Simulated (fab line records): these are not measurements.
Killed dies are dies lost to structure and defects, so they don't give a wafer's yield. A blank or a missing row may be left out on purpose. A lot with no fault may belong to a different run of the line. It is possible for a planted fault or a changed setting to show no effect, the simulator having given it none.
Which tool did it? :: flow sky130 :: 24 lots with 72 wafers sampled at 4 steps, on a route of 708 steps

== WHAT EACH GAUGE READ, for each wafer ==
SKY_LDD_HVN_OVL_MEAS_07.
lot: L074
measured: day 20 14:02
on: overlay-01
LDD_HVN_OVL (nm): 0.2 -0.4 1.1

lot: L075
measured: day 21 09:58
on: overlay-02
LDD_HVN_OVL (nm): 1.9 1.6 0.9

lot: L076
measured: day 21 22:55
on: overlay-01
LDD_HVN_OVL (nm): 0.8 1.7 3.3

lot: L077
measured: day 22 03:40
on: overlay-02
LDD_HVN_OVL (nm): 1.4 1.0 3.4

lot: L078
measured: day 22 05:04
on: overlay-02
LDD_HVN_OVL (nm): -0.1 -0.1 -2.2

lot: L079
measured: day 23 00:58
on: overlay-02
LDD_HVN_OVL (nm): 1.1 2.8 2.0

lot: L080
measured: day 23 22:40
on: overlay-01
LDD_HVN_OVL (nm): 0.3 0.6 -0.1

lot: L082
measured: day 24 02:25
on: overlay-01
LDD_HVN_OVL (nm): 2.1 2.2 3.0

lot: L081
measured: day 24 03:10
on: overlay-02
LDD_HVN_OVL (nm): 0.5 0.2 -1.0

lot: L083
measured: day 24 08:52
on: overlay-02
LDD_HVN_OVL (nm): 1.8 1.9 1.8

lot: L084
measured: day 24 14:22
on: overlay-01
LDD_HVN_OVL (nm): -0.8 -0.8 -2.1

lot: L086
measured: day 24 18:25
on: overlay-01
LDD_HVN_OVL (nm): 2.5 3.5 1.6

lot: L087
measured: day 25 01:10
on: overlay-01
LDD_HVN_OVL (nm): 0.8 0.4 0.7

lot: L085
measured: day 25 02:53
on: overlay-02
LDD_HVN_OVL (nm): 0.0 0.0 1.3

lot: L088
measured: day 25 16:04
on: overlay-01
LDD_HVN_OVL (nm): 3.4 4.4 3.4

lot: L089
measured: day 25 23:35
on: overlay-02
LDD_HVN_OVL (nm): 1.5 0.3 2.3

lot: L090
measured: day 26 02:22
on: overlay-02
LDD_HVN_OVL (nm): 1.6 3.2 1.5

lot: L091
measured: day 26 19:25
on: overlay-01
LDD_HVN_OVL (nm): 1.0 0.4 1.0

lot: L092
measured: day 27 02:05
on: overlay-02
LDD_HVN_OVL (nm): 1.2 0.2 3.4

lot: L094
measured: day 27 05:58
on: overlay-01
LDD_HVN_OVL (nm): 4.0 4.1 4.3

lot: L093
measured: day 27 10:04
on: overlay-01
LDD_HVN_OVL (nm): 2.5 3.3 2.0

lot: L095
measured: day 28 00:55
on: overlay-02
LDD_HVN_OVL (nm): 0.3 -0.2 1.8

lot: L096
measured: day 28 01:31
on: overlay-01
LDD_HVN_OVL (nm): -0.3 1.2 1.9

lot: L097
measured: day 28 08:49
on: overlay-02
LDD_HVN_OVL (nm): -2.3 1.3 0.4

SKY_VIA1_CD_MEAS_12 targets a cd of 150 nm.
lot: L074
measured: day 34 06:22
on: cdSem-02
cdNm (nm): 152.1 152.2 152.6

lot: L075
measured: day 34 19:53
on: cdSem-02
cdNm (nm): 151.6 151.6 151.7

lot: L076
measured: day 35 09:40
on: cdSem-02
cdNm (nm): 148.3 148.1 147.6

lot: L077
measured: day 35 13:05
on: cdSem-01
cdNm (nm): 152.6 152.7 151.9

lot: L078
measured: day 35 15:33
on: cdSem-01
cdNm (nm): 149.5 150.8 151.0

lot: L079
measured: day 36 07:23
on: cdSem-02
cdNm (nm): 150.1 151.8 152.9

lot: L080
measured: day 37 01:23
on: cdSem-01
cdNm (nm): 149.8 151.1 149.5

lot: L082
measured: day 37 02:17
on: cdSem-02
cdNm (nm): 148.8 150.4 149.5

lot: L081
measured: day 37 06:54
on: cdSem-02
cdNm (nm): 150.1 150.0 150.0

lot: L083
measured: day 37 12:30
on: cdSem-02
cdNm (nm): 148.9 148.8 150.8

lot: L084
measured: day 37 22:36
on: cdSem-01
cdNm (nm): 150.2 149.4 150.2

lot: L086
measured: day 38 00:44
on: cdSem-01
cdNm (nm): 149.3 151.1 149.2

lot: L087
measured: day 38 02:29
on: cdSem-02
cdNm (nm): 148.0 149.1 147.2

lot: L085
measured: day 38 03:29
on: cdSem-01
cdNm (nm): 152.4 152.2 153.5

lot: L088
measured: day 38 12:44
on: cdSem-02
cdNm (nm): 152.8 153.0 154.8

lot: L089
measured: day 38 22:03
on: cdSem-01
cdNm (nm): 150.9 150.9 151.1

lot: L090
measured: day 38 22:42
on: cdSem-02
cdNm (nm): 149.8 152.7 150.2

lot: L091
measured: day 39 14:06
on: cdSem-01
cdNm (nm): 149.3 152.8 150.6

lot: L092
measured: day 39 21:55
on: cdSem-01
cdNm (nm): 150.9 150.5 151.0

lot: L094
measured: day 40 00:43
on: cdSem-01
cdNm (nm): 150.1 150.0 149.9

lot: L093
measured: day 40 02:22
on: cdSem-02
cdNm (nm): 149.7 149.6 148.9

lot: L095
measured: day 40 13:05
on: cdSem-02
cdNm (nm): 148.4 150.2 150.3

lot: L096
measured: day 41 00:43
on: cdSem-01
cdNm (nm): 151.8 150.7 150.0

lot: L097
measured: day 40 22:32
on: cdSem-02
cdNm (nm): 150.9 151.3 152.3

SKY_METAL2_RS_MEAS_05: measurement is done with a four-point probe.
lot: L074
measured: day 34 08:01
on: filmMetro-03
METAL2_ALCU_RS (ohm/sq): 0.1301 0.1304 0.1303

lot: L075
measured: day 34 21:31
on: filmMetro-02
METAL2_ALCU_RS (ohm/sq): 0.1283 0.1291 0.1297

lot: L076
measured: day 35 11:16
on: filmMetro-04
METAL2_ALCU_RS (ohm/sq): 0.1268 0.1284 0.1270

lot: L077
measured: day 35 14:42
on: filmMetro-02
METAL2_ALCU_RS (ohm/sq): 0.1259 0.1277 0.1242

lot: L078
measured: day 35 17:15
on: filmMetro-03
METAL2_ALCU_RS (ohm/sq): 0.1276 0.1282 0.1290

lot: L079
measured: day 36 08:59
on: filmMetro-03
METAL2_ALCU_RS (ohm/sq): 0.1269 0.1272 0.1266

lot: L080
measured: day 37 02:59
on: filmMetro-03
METAL2_ALCU_RS (ohm/sq): 0.1259 0.1254 0.1267

lot: L082
measured: day 37 03:53
on: filmMetro-02
METAL2_ALCU_RS (ohm/sq): 0.1277 0.1272 0.1276

lot: L081
measured: day 37 08:31
on: filmMetro-02
METAL2_ALCU_RS (ohm/sq): 0.1271 0.1274 0.1290

lot: L083
measured: day 37 14:07
on: filmMetro-03
METAL2_ALCU_RS (ohm/sq): 0.1270 0.1266 0.1279

lot: L084
measured: day 38 00:13
on: filmMetro-02
METAL2_ALCU_RS (ohm/sq): 0.1275 0.1266 0.1263

lot: L086
measured: day 38 02:20
on: filmMetro-02
METAL2_ALCU_RS (ohm/sq): 0.1274 0.1297 0.1285

lot: L087
measured: day 38 04:07
on: filmMetro-02
METAL2_ALCU_RS (ohm/sq): 0.1278 0.1268 0.1266

lot: L085
measured: day 38 05:07
on: filmMetro-02
METAL2_ALCU_RS (ohm/sq): 0.1292 0.1282 0.1274

lot: L088
measured: day 38 14:22
on: filmMetro-04
METAL2_ALCU_RS (ohm/sq): 0.1262 0.1273 0.1268

lot: L089
measured: day 38 23:40
on: filmMetro-02
METAL2_ALCU_RS (ohm/sq): 0.1285 0.1272 0.1292

lot: L090
measured: day 39 00:19
on: filmMetro-04
METAL2_ALCU_RS (ohm/sq): 0.1266 0.1262 0.1263

lot: L091
measured: day 39 15:43
on: filmMetro-02
METAL2_ALCU_RS (ohm/sq): 0.1291 0.1266 0.1268

lot: L092
measured: day 39 23:34
on: filmMetro-03
METAL2_ALCU_RS (ohm/sq): 0.1280 0.1276 0.1302

lot: L094
measured: day 40 02:19
on: filmMetro-02
METAL2_ALCU_RS (ohm/sq): 0.1269 0.1283 0.1279

lot: L093
measured: day 40 03:58
on: filmMetro-03
METAL2_ALCU_RS (ohm/sq): 0.1300 0.1302 0.1297

lot: L095
measured: day 40 14:41
on: filmMetro-03
METAL2_ALCU_RS (ohm/sq): 0.1280 0.1276 0.1307

lot: L096
measured: day 41 02:22
on: filmMetro-03
METAL2_ALCU_RS (ohm/sq): 0.1299 0.1280 0.1265

lot: L097
measured: day 41 00:08
on: filmMetro-02
METAL2_ALCU_RS (ohm/sq): 0.1291 0.1306 0.1270

== WHICH TOOL RAN EACH LOT (tool, then ch and the chambers of the sampled wafers, then the start) ==
lot: L074
SKY_CONTACT_CVD_00: pecvd-03 ch 0,1,2, day 30 17:03

lot: L075
SKY_CONTACT_CVD_00: pecvd-03 ch 1,2, day 31 06:55

lot: L076
SKY_CONTACT_CVD_00: pecvd-03 ch 0,1, day 31 20:37

lot: L077
SKY_CONTACT_CVD_00: pecvd-01 ch 0,1,2, day 32 00:29

lot: L078
SKY_CONTACT_CVD_00: pecvd-03 ch 0,1, day 32 01:28

lot: L079
SKY_CONTACT_CVD_00: pecvd-04 ch 0,2, day 32 19:51

lot: L080
SKY_CONTACT_CVD_00: pecvd-03 ch 1,2, day 33 15:04

lot: L082
SKY_CONTACT_CVD_00: pecvd-04 ch 1,2, day 33 16:11

lot: L081
SKY_CONTACT_CVD_00: pecvd-03 ch 0,1,2, day 33 20:04

lot: L083
SKY_CONTACT_CVD_00: pecvd-01 ch 0,1,2, day 34 01:07

lot: L084
SKY_CONTACT_CVD_00: pecvd-04 ch 1,2, day 34 12:46

lot: L086
SKY_CONTACT_CVD_00: pecvd-03 ch 0,1,2, day 34 14:49

lot: L087
SKY_CONTACT_CVD_00: pecvd-01 ch 0,1, day 34 16:37

lot: L085
SKY_CONTACT_CVD_00: pecvd-04 ch 0,1,2, day 34 16:41

lot: L088
SKY_CONTACT_CVD_00: pecvd-01 ch 0,2, day 35 03:59

lot: L089
SKY_CONTACT_CVD_00: pecvd-04 ch 1,2, day 35 12:12

lot: L090
SKY_CONTACT_CVD_00: pecvd-01 ch 0,2, day 35 13:56

lot: L091
SKY_CONTACT_CVD_00: pecvd-04 ch 0,2, day 36 06:04

lot: L092
SKY_CONTACT_CVD_00: pecvd-01 ch 0,1,2, day 36 14:02

lot: L094
SKY_CONTACT_CVD_00: pecvd-03 ch 1,2, day 36 16:59

lot: L093
SKY_CONTACT_CVD_00: pecvd-01 ch 0,2, day 36 19:08

lot: L095
SKY_CONTACT_CVD_00: pecvd-04 ch 0,1, day 37 06:51

lot: L096
SKY_CONTACT_CVD_00: pecvd-03 ch 0,1, day 37 08:29

lot: L097
SKY_CONTACT_CVD_00: pecvd-01 ch 0,2, day 37 16:12
- SKY_CONTACT_CVD_00: deposits Si3N4, target thk 75 nm.

== WHAT THE TOOLS THEMSELVES READ (means of the sampled wafers that have a number; where no wafer has one, the mark that the record gives instead) ==
SKY_CONTACT_CVD_00.
lot: L074
tool: pecvd-03
heaterPowerW (W): 552

lot: L075
tool: pecvd-03
heaterPowerW (W): 600

lot: L076
tool: pecvd-03
heaterPowerW (W): 584

lot: L077
tool: pecvd-01
heaterPowerW (W): 617

lot: L078
tool: pecvd-03
heaterPowerW (W): 626

lot: L079
tool: pecvd-04
heaterPowerW (W): 686

lot: L080
tool: pecvd-03
heaterPowerW (W): 551

lot: L082
tool: pecvd-04
heaterPowerW (W): 751

lot: L081
tool: pecvd-03
heaterPowerW (W): 601

lot: L083
tool: pecvd-01
heaterPowerW (W): 690

lot: L084
tool: pecvd-04
heaterPowerW (W): 684

lot: L086
tool: pecvd-03
heaterPowerW (W): 603

lot: L087
tool: pecvd-01
heaterPowerW (W): 716

lot: L085
tool: pecvd-04
heaterPowerW (W): 732

lot: L088
tool: pecvd-01
heaterPowerW (W): 687

lot: L089
tool: pecvd-04
heaterPowerW (W): 822

lot: L090
tool: pecvd-01
heaterPowerW (W): 650

lot: L091
tool: pecvd-04
heaterPowerW (W): 758

lot: L092
tool: pecvd-01
heaterPowerW (W): 648

lot: L094
tool: pecvd-03
heaterPowerW (W): 569

lot: L093
tool: pecvd-01
heaterPowerW (W): 547

lot: L095
tool: pecvd-04
heaterPowerW (W): 612

lot: L096
tool: pecvd-03
heaterPowerW (W): 550

lot: L097
tool: pecvd-01
heaterPowerW (W): 685

== THE ANSWER, worked out from the rows above alone ==
Rule: the usual values come from the lots themselves. Put in order of their means at a reading, lots are off if they are a third of the lots or fewer, leave a main group of 4 or more, and stand apart from it by a gap of 3 or more times the standard deviation of the main group's means; of several such gaps the widest counts. The tables above print the reading to a certain number of digits; a main group whose means all agree to those digits is not used. Also off: a lot with no number at a reading for which 4 or more lots have one. Where the step has rows for the other lots, those lots are counted as sound. The gauges are gone through in route order, then the tools' own readings, and for those a lot's mean is taken as printed above. At the first step where some lot is off, the reading lying furthest off is the one used; lots without a number count as furthest.
None of the lots is off at any reading shown; this tells nothing.

== WHAT HAD BEEN PUT IN BY THE SIMULATOR ==
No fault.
